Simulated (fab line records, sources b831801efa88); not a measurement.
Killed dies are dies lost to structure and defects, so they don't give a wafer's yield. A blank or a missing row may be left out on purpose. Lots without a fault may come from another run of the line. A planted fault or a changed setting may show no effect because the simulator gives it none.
One fault seen from 2 desks | flow gf180mcu | each desk has only its own numbers; what lay behind them comes last

THE METROLOGY DESK
What the gauges read, lot by lot, whatever tool the lot ran on: means of the sampled wafers that have a number. A lot is out of limits, marked OUT, if its mean lies more than 4 standard deviations from the usual mean; the brackets give that distance.
Columns: A = STI_OXIDATION_THK at GF_STI_THK_MEAS_02, usual 9.97 nm; B = VT_IMPLANT_2_TW at GF_VT_IMPLANT_TW_MEAS_21, usual 1210; C = VT_IMPLANT_02_OVL at GF_VT_IMPLANT_OVL_MEAS_29, usual 0.5 nm; D = POLY_GATE_CVD_00_THK at GF_POLY_GATE_THK_MEAS_01, usual 200.4 nm
lot  | first seen here | A     | B               | C    | D
L845 | day 1 11:31     | 10.07 | 1204            | 0.7  | 202.9
L846 | day 1 17:01     | 9.97  | 1203            | 2.1  | 201.0
L847 | day 1 21:58     | 10.20 | 1218            | -0.6 | 203.1
L848 | day 2 02:53     | 10.12 | 1216            | -0.6 | 200.8
L849 | day 2 07:32     | 9.70  | 1216            | -0.7 | 196.9
L850 | day 2 12:31     | 10.07 | 1208            | 1.4  | 197.7
L851 | day 2 17:32     | 10.05 | 1195            | 1.1  | 200.8
L852 | day 2 22:31     | 10.09 | 1213            | -1.2 | 198.6
L853 | day 3 03:42     | 9.69  | 1209            | 0.2  | 200.2
L854 | day 3 08:35     | 10.01 | 1218            | 1.7  | 200.9
L855 | day 3 13:32     | 9.66  | 1216            | 1.2  | 199.7
L857 | day 3 23:31     | 9.93  | 1110 (-11) OUT  | 2.4  | 201.8
L859 | day 4 09:31     | 10.09 | 1135 (-7.9) OUT | -0.2 | 198.7
L861 | day 4 21:44     | 10.05 | 1134 (-8.0) OUT | 0.1  | 202.0
This desk's finding: out of limits on L857, L859, L861; first on L857, day 9 08:35 (VT_IMPLANT_2_TW at GF_VT_IMPLANT_TW_MEAS_21). In limits: L845, L846, L847, L848, L849, L850, L851, L852, L853, L854, L855.

THE TOOL OWNER'S DESK: implanter-01
The tool's own readings at GF_VT_IMPLANT_IMPLANT_19: means of the sampled wafers that have a number, for each lot that ran on this tool. A lot is out of limits, marked OUT, if its mean lies more than 4 standard deviations from the usual mean; the brackets give that distance.
Columns: A = beam_energy_keV at GF_VT_IMPLANT_IMPLANT_19, usual 100.00
lot  | first seen here | A
L846 | day 6 11:44     | 100.01
L850 | day 7 12:06     | 99.95
L853 | day 8 06:44     | 100.03
L857 | day 9 08:21     | 78.61 (-99 or more) OUT
L859 | day 9 23:59     | 78.65 (-99 or more) OUT
L861 | day 10 14:14    | 78.65 (-99 or more) OUT
This desk's finding: out of limits on L857, L859, L861; first on L857, day 9 08:21 (beam_energy_keV at GF_VT_IMPLANT_IMPLANT_19). In limits: L846, L850, L853.

PUT TOGETHER
The tool owner's desk could have raised an alarm at day 9 08:21, on L857, L859, L861.
The metrology desk could have raised an alarm at day 9 08:35, on L857, L859, L861.
Of the lots named, all ran GF_VT_IMPLANT_IMPLANT_19 on implanter-01.

WHAT THE SIMULATOR HAD PUT IN
Process parameter drift: implanter-01, from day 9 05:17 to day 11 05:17, at GF_VT_IMPLANT_IMPLANT_19. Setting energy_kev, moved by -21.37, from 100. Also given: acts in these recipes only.
Lots struck among those shown: L857, L859, L861.
Hours from the fault's start to each desk's first reading out of limits: the tool owner's desk, 3; the metrology desk, 3.
